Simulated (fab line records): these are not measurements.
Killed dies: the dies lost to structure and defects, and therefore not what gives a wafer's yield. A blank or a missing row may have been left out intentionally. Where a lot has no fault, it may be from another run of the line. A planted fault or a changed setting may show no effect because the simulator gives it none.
fab line records    flow sky130
[record] lots = 14  wafers = 42  last_day = 50
route steps=708 shown LDD_HVN@276 LDD_HVP@287
lots untouched by any fault: they come from a run of this same line in which no faults occurred
start_h: hours from the record's opening day to when the first of the lot's shown wafers began    wait_h: hours elapsed since this lot's preceding step    " the same as in the row above    L1.1+2: one row covering several wafers at once    - either no value or no given start    * or withheld: withheld    < > ~ a bound
route shown NAME@n: NAME is a module with steps in the file, n the number in the route of the first one    usual: the fault-free wafers' mean and standard deviation    same: alike in all rows    chamber/n: place in a boat    sites: each site's reading    _std_site: their standard deviation    _edge_site: the outer-site mean with the inner-site mean subtracted    radius_mm: how far each site lies from the wafer's centre    mask NAME#n: copy n    behind: the tool/chamber that last shaped the wafer    hold: cause of the lot's hold/its duration in hours/its outcome    device: the transistor (n, p or np) that didn't switch    end of line: tests run on the same wafers once the route is complete    step lacking rows: just its recipe    killed: not the wafer's yield, but the dies lost to structure and defects at the first sort    map: a wafer's dies, x killed, . not, _ none there
set.NAME: the setting that was run; set.NAME@STEP: the one run at that earlier step    model.NAME: the simulator's own value behind a step, which no gauge read
route steps across a sampled set of lots; one table per step, one row per wafer
services: a tool's chamber out of use, with start hour (start_h, from the record's first day; less than 0 if before it), hours out, and reason
[[steps]]
[step SKY_LDD_HVN_STRIP_09]
[recipe] chemistry = O2/N2  power_w = 1400  pressure_mtorr = 1500  platen_temp_c = withheld  o2_flow_sccm = 3000  n2_flow_sccm = 300  overash_fraction = 0.5
[usual] chamber_pressure_mTorr = 1499.8/1.4  drypump_motor_current_A = 5.8/0.46  o2_flow_sccm = 3001/9.2  oes_product_au = 0.408/0.0046  strip_time_to_endpoint_s = 4.138/0.018
lot.wafer  tool             chamber  start_h  wait_h  chamber_pressure_mTorr  drypump_motor_current_A  o2_flow_sccm  oes_product_au  rf_hours_counter_h  strip_time_to_endpoint_s
L407.2     plasma_asher-01  1        471.23   0.1     1500.9                  5.3                      3023          0.401           68                  4.119
L407.5     "                1        "        "       1500.8                  5.3                      3021          0.413           -                   4.126
L407.6     "                0        "        "       1501.6                  6.6                      2987          0.402           -                   4.151
L409.3     plasma_asher-01  1        480.31   0.1     1497.9                  5.3                      3031          0.408           -                   4.139
L409.4     "                0        "        "       1500.9                  6.6                      3000          0.402           -                   4.129
L409.5     "                1        "        "       1498.6                  5.3                      3010          0.405           -                   4.119
L408.1     plasma_asher-02  0        484.13   0.1     1497.6                  6.0                      2998          0.418           76                  4.131
L408.2     "                1        "        "       1500.5                  5.8                      3003          0.411           76                  4.117
L408.5     "                0        "        "       1499.0                  6.0                      2994          0.405           -                   4.140
L410.1     plasma_asher-01  1        501.81   0.1     1499.4                  5.3                      3007          0.403           71                  4.130
L410.5     "                1        "        "       1497.5                  5.3                      3009          0.397           -                   4.153
L410.6     "                0        "        "       1500.3                  6.6                      2993          0.415           -                   4.146
L411.1     plasma_asher-03  1        515.61   0.1     1499.4                  5.4                      2999          0.420           41                  4.153
L411.4     "                1        "        "       1497.8                  5.4                      3000          0.409           -                   4.158
L411.6     "                1        "        "       1497.0                  5.5                      3002          0.412           -                   4.151
L412.1     plasma_asher-01  0        515.63   0.1     1499.9                  6.5                      3003          0.406           72                  4.107
L412.2     "                1        "        "       1498.6                  5.3                      3004          0.413           72                  4.123
L412.3     "                0        "        "       1499.3                  6.6                      3005          0.403           -                   4.122
L415.1     plasma_asher-03  1        539.28   0.1     1499.6                  5.4                      3009          0.409           43                  4.129
L415.3     "                0        "        "       1498.8                  5.2                      3013          0.407           -                   4.135
L415.6     "                1        "        "       1498.9                  5.4                      3005          0.407           -                   4.139
L414.1     plasma_asher-01  0        539.65   0.1     1500.5                  6.6                      3011          0.407           75                  4.129
L414.4     "                1        "        "       1499.2                  5.3                      3001          0.414           -                   4.133
L414.5     "                1        "        "       1503.1                  5.3                      2997          0.409           -                   4.112
L416.1     plasma_asher-02  0        544.55   0.1     1499.8                  6.0                      2998          0.407           81                  4.131
L416.2     "                1        "        "       1498.3                  5.8                      2997          0.410           81                  4.137
L416.3     "                1        "        "       1501.1                  5.8                      2995          0.410           -                   4.167
L417.1     plasma_asher-02  0        560.38   0.1     1499.5                  6.0                      2996          0.408           83                  4.136
L417.2     "                1        "        "       1497.8                  5.8                      2993          0.414           83                  4.141
L417.6     "                1        "        "       1500.5                  5.8                      3005          0.412           -                   4.118
L423.2     plasma_asher-01  1        606.53   0.1     1499.4                  5.3                      2998          0.409           82                  4.141
L423.3     "                0        "        "       1499.9                  6.6                      3018          0.409           -                   4.152
L423.6     "                1        "        "       1501.9                  5.3                      3002          0.410           -                   4.151
L428.1     plasma_asher-02  0        651.05   0.1     -                       -                        -             -               -                   -
L428.3     "                0        "        "       -                       -                        -             -               -                   -
L428.6     "                1        "        "       -                       -                        -             -               -                   -
L429.3     plasma_asher-02  1        654.94   0.1     -                       -                        -             -               -                   -
L429.5     "                1        "        "       -                       -                        -             -               -                   -
L429.6     "                0        "        "       -                       -                        -             -               -                   -
L430.1     plasma_asher-03  0        663.01   0.1     1497.6                  5.2                      3007          0.410           57                  4.163
L430.4     "                0        "        "       1500.2                  5.2                      2998          0.411           -                   4.175
L430.6     "                1        "        "       1498.6                  5.4                      2998          0.409           -                   4.171
[step SKY_LDD_HVP_STRIP_09]
[recipe] chemistry = O2/N2  power_w = 1400  pressure_mtorr = 1500  platen_temp_c = withheld  o2_flow_sccm = 3000  n2_flow_sccm = 300  overash_fraction = 0.5
[usual] chamber_pressure_mTorr = 1500.2/1.3  drypump_motor_current_A = 5.8/0.46  o2_flow_sccm = 3001/9.2  oes_product_au = 0.409/0.0045  strip_time_to_endpoint_s = 4.139/0.016
lot.wafer  tool             chamber  start_h  wait_h  chamber_pressure_mTorr  drypump_motor_current_A  o2_flow_sccm  oes_product_au  rf_hours_counter_h  strip_time_to_endpoint_s
L407.2     plasma_asher-04  1        501.89   0.1     1499.6                  5.7                      3003          0.401           6                   4.134
L407.5     "                0        "        "       1501.7                  5.4                      3003          0.408           -                   4.142
L407.6     "                1        "        "       1499.9                  5.6                      3008          0.408           -                   4.145
L409.3     plasma_asher-01  1        511.64   0.1     1500.2                  5.3                      2994          0.413           -                   4.140
L409.4     "                0        "        "       1497.7                  6.6                      3003          0.405           -                   4.138
L409.5     "                0        "        "       1500.6                  6.5                      3006          0.409           -                   4.152
L408.1     plasma_asher-01  1        515.31   0.1     1499.1                  5.3                      2985          0.417           72                  4.145
L408.2     "                0        "        "       1500.0                  6.6                      2996          0.402           72                  4.147
L408.5     "                1        "        "       1501.3                  5.3                      2987          0.404           -                   4.134
L410.1     plasma_asher-01  1        533.06   0.1     1503.1                  5.3                      3008          0.409           74                  4.143
L410.5     "                1        "        "       1501.9                  5.3                      2991          0.409           -                   4.152
L410.6     "                0        "        "       1497.8                  6.6                      2994          0.408           -                   4.161
L411.1     plasma_asher-04  0        546.46   0.1     1500.4                  5.4                      2992          0.409           10                  4.096
L411.4     "                1        "        "       1499.3                  5.7                      2996          0.418           -                   4.124
L411.6     "                1        "        "       1500.3                  5.7                      2997          0.404           -                   4.128
L412.1     plasma_asher-04  0        547.11   0.1     1499.1                  5.4                      2996          0.413           10                  4.136
L412.2     "                1        "        "       1500.1                  5.6                      2997          0.406           10                  4.147
L412.3     "                1        "        "       1500.9                  5.7                      2996          0.408           -                   4.141
L415.1     plasma_asher-01  0        569.84   0.1     1499.0                  6.6                      2995          0.406           78                  4.133
L415.3     "                0        "        "       1501.1                  6.5                      3001          0.409           -                   4.126
L415.6     "                0        "        "       1501.3                  6.6                      3001          0.412           -                   4.151
L414.1     plasma_asher-02  0        570.14   0.1     1499.1                  6.0                      3029          0.412           84                  4.109
L414.4     "                1        "        "       1499.2                  5.8                      3002          0.417           -                   4.124
L414.5     "                0        "        "       1499.2                  6.0                      3017          0.411           -                   4.126
L416.1     plasma_asher-01  1        574.64   0.1     1500.3                  5.3                      3012          0.400           79                  4.121
L416.2     "                0        "        "       1501.7                  6.6                      2996          0.408           79                  4.122
L416.3     "                0        "        "       1500.1                  6.6                      2992          0.403           -                   4.116
L417.1     plasma_asher-01  1        590.41   0.1     1498.0                  5.3                      2998          0.403           81                  4.133
L417.2     "                0        "        "       1500.3                  6.6                      2992          0.413           81                  4.132
L417.6     "                1        "        "       1499.5                  5.3                      3002          0.402           -                   4.120
L423.2     plasma_asher-01  0        635.35   0.1     1500.1                  6.6                      3010          0.409           85                  4.158
L423.3     "                1        "        "       1499.3                  5.3                      2991          0.411           -                   4.150
L423.6     "                1        "        "       1501.7                  5.3                      2997          0.408           -                   4.147
L428.1     plasma_asher-01  1        675.99   0.1     1499.6                  5.3                      2985          0.607           89                  9.000
L428.3     "                0        "        "       1497.2                  6.6                      3006          0.612           -                   8.968
L428.6     "                1        "        "       1502.3                  5.3                      3000          0.605           -                   8.959
L429.3     plasma_asher-01  0        679.44   0.1     1500.4                  6.6                      2999          0.616           -                   8.971
L429.5     "                1        "        "       1499.7                  5.3                      3003          0.604           -                   8.940
L429.6     "                0        "        "       1499.2                  6.6                      3015          0.608           -                   8.989
L430.1     plasma_asher-04  1        685.79   0.1     1499.5                  5.7                      2995          0.417           22                  4.143
L430.4     "                0        "        "       1500.7                  5.4                      3000          0.414           -                   4.137
L430.6     "                1        "        "       1501.3                  5.7                      2987          0.404           -                   4.131
[step SKY_LDD_HVP_TW_MEAS_10]
[usual] LDD_HVP_TW = 455.6/2.1
lot.wafer  tool           chamber  start_h  wait_h  LDD_HVP_TW
L407.2     film_metro-03  -        502.00   0.1     456.3
L407.5     "              -        "        "       457.7
L407.6     "              -        "        "       456.0
L409.3     film_metro-03  -        511.72   0.1     456.2
L409.4     "              -        "        "       457.5
L409.5     "              -        "        "       455.5
L408.1     film_metro-02  -        515.41   0.1     452.2
L408.2     "              -        "        "       451.7
L408.5     "              -        "        "       454.3
L410.1     film_metro-04  -        533.16   0.1     459.7
L410.5     "              -        "        "       458.4
L410.6     "              -        "        "       461.7
L411.1     film_metro-02  -        546.56   0.1     453.3
L411.4     "              -        "        "       453.9
L411.6     "              -        "        "       453.7
L412.1     film_metro-02  -        547.21   0.1     456.0
L412.2     "              -        "        "       452.5
L412.3     "              -        "        "       452.9
L415.1     film_metro-02  -        569.94   0.1     452.5
L415.3     "              -        "        "       454.4
L415.6     "              -        "        "       454.6
L414.1     film_metro-03  -        570.24   0.1     458.9
L414.4     "              -        "        "       459.7
L414.5     "              -        "        "       456.1
L416.1     film_metro-02  -        574.74   0.1     453.1
L416.2     "              -        "        "       453.7
L416.3     "              -        "        "       452.2
L417.1     film_metro-03  -        590.51   0.1     458.2
L417.2     "              -        "        "       457.4
L417.6     "              -        "        "       456.1
L423.2     film_metro-03  -        635.46   0.1     455.0
L423.3     "              -        "        "       452.9
L423.6     "              -        "        "       456.1
L428.1     film_metro-02  -        676.09   0.1     29.9
L428.3     "              -        "        "       30.0
L428.6     "              -        "        "       30.0
L429.3     film_metro-02  -        679.53   0.1     29.8
L429.5     "              -        "        "       30.1
L429.6     "              -        "        "       29.9
L430.1     film_metro-02  -        685.89   0.1     454.8
L430.4     "              -        "        "       453.2
L430.6     "              -        "        "       454.7
[[services]]
tool             chamber  start_h  hours  kind
plasma_asher-04  -        502.54   2.8    repair
plasma_asher-02  -        517.72   2.8    pm
plasma_asher-04  -        559.68   28.0   repair
plasma_asher-01  -        648.58   1.3    repair
plasma_asher-02  -        663.39   2.6    repair
plasma_asher-02  -        681.62   0.6    repair
[[key]]
[first_sign] step = SKY_LDD_HVN_STRIP_09  reading = tool_record  direction = missing
[effect] step = SKY_LDD_HVP_STRIP_09  reading = strip_time_to_endpoint_s  direction = up  sigmas = 99+  usual = *  struck = *
[effect] step = SKY_LDD_HVP_TW_MEAS_10  reading = LDD_HVP_TW  direction = down  sigmas = 99+  usual = 455.6  struck = 30.0
met_at SKY_LDD_HVN_STRIP_09
struck_lots L428,L429
sort_left_out L428.1,L428.3,L428.6,L429.3,L429.5,L429.6
tester_left_out L428,L429
onset_between 560.38 651.05
[fault] kind = skipped_step_whole  tool = plasma_asher-02  chamber = -  onset_h = 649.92  steps = SKY_LDD_HVN_STRIP_09  scope = struck_lots_only
// tester_left_out: of these lots the tester's yield and bins aren't shown, on N5 and GAA mostly nor the transistor test; their killed dies are dies lost to structure and defects alone, not to doping, threshold or leakage, so they don't give the yield
// sort_left_out: the simulated sort isn't trusted on such a fault, so these wafers' sort isn't shown, and their yield isn't known
